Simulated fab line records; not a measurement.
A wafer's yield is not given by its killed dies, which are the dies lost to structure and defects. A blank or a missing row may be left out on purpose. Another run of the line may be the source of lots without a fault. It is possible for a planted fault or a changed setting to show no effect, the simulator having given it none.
Comparing a struck lot with a sound one ; flow sky130 ; 15 out of 708 route steps
Sound: the wafers L719.1, L719.2, L719.6. Struck: wafer L720.3 (left out: L720.4, L720.6 of the same lot, which were not struck); the cause appears at the end.
Each step with rows lists, per side, the tool, then ch with its chambers, then its first start. Under that, the readings that differ: sound wafers ; struck wafers ; difference of the means ; sigmas: that difference in standard deviations of wafers without a fault.
alike: readings with means less than 2 such deviations apart, plus words and numbers identical on both sides. not compared: withheld readings, readings lacking a value on some wafer, bounds such as >300 that could conceal the same value, and numbers that have no deviation in the record and whose values overlap.
A row with sigmas, a row that says differs or no value, or rows on one side alone: a step with any of these is where the two part. When numbers do not overlap yet have no deviation, they are printed without sigmas and do not part them. Lack of a reading on every wafer of one side parts them only where that side has two or more wafers.

first, 4 steps without rows for these wafers: SKY_CONTACT_STRIP_19 (strips in O2/N2); SKY_CONTACT_STRIP_20 (strips in post etch residue remover, time 1200 s); SKY_CONTACT_CLEAN_21 (cleans in IPA, time 180 s); SKY_CONTACT_CLEAN_22 (cleans in O3/DIW).
SKY_CONTACT_SPUTTER_23: material TiN, target thk 20 nm, time 80 s.
  sound: pvd sputter-03 at day 33 16:45; struck: pvd sputter-01 at day 33 20:15
  alike: cathode dc power W, throttle valve pct
SKY_CONTACT_CVD_24: deposits W, target thk 340 nm, time 102.12 s.
  sound on cvd w-01 ch 0,1, day 33 16:49; struck on cvd w-02 ch 0, day 33 20:21
  alike: chamber pressure Torr, heater power w
SKY_CONTACT_RS_MEAS_25: measures by four-point-probe.
  sound: film metro-03 at day 33 16:55; struck: film metro-04 at day 33 20:28
  alike: CONTACT_W_RS
SKY_CONTACT_THK_MEAS_26: measures by xrf.
  sound: film metro-03 at day 33 17:02; struck: film metro-04 at day 33 20:34
  alike: CONTACT_W_THK
SKY_CONTACT_CMP_27: polishes, stops on SiO2, t overpolish 15 s, target thk 0 nm.
  sound on cmp-02 ch 0,1, day 33 17:06; struck on cmp-01 ch 2, day 33 20:39
reading;sound;struck;difference;sigmas
overpolish run s (s);15.014 15.015 14.993;14.988;-0.019;-2
  alike: motor current A, time to endpoint s
then, 1 step without rows for these wafers: SKY_METAL1_SPUTTER_00 (material Ti, target thk 15 nm, time 10 s).
SKY_METAL1_SPUTTER_01: material TiN, target thk 20 nm, time 16.7 s.
  sound: pvd sputter-04 at day 33 17:25; struck: pvd sputter-02 at day 33 20:55
  alike: cathode dc power W, throttle valve pct
then, 1 step without rows for these wafers: SKY_METAL1_SPUTTER_02 (material AlCu, target thk 250 nm, time 13.3 s).
SKY_METAL1_SPUTTER_03: material Ti, target thk 5 nm, time 3.3 s.
  sound: pvd sputter-04 at day 33 17:28; struck: pvd sputter-02 at day 33 20:58
reading;sound;struck;difference;sigmas
cathode dc power W (W);2999.8 3000.3 3000.8;3273.5;+273.2;+99 or more
model.Ti_of_METAL1_SPUTTER_03.thk nm (nm);5.11 5.054 5.044;5.575;+0.506;
  alike: throttle valve pct
SKY_METAL1_SPUTTER_04: material TiN, target thk 70 nm, time 58.3 s.
  sound: pvd sputter-04 at day 33 17:29; struck: pvd sputter-02 at day 33 20:59
  alike: cathode dc power W, throttle valve pct
SKY_PAD_OPEN_PROBE_99:
  sound wafers here have rows in the record (prober-02, day 47 08:53); struck ones have none

WHERE THEY PART
Last at SKY_PAD_OPEN_PROBE_99 as far as this record goes, first at SKY_CONTACT_CMP_27.

WHY: whatever the simulator had introduced
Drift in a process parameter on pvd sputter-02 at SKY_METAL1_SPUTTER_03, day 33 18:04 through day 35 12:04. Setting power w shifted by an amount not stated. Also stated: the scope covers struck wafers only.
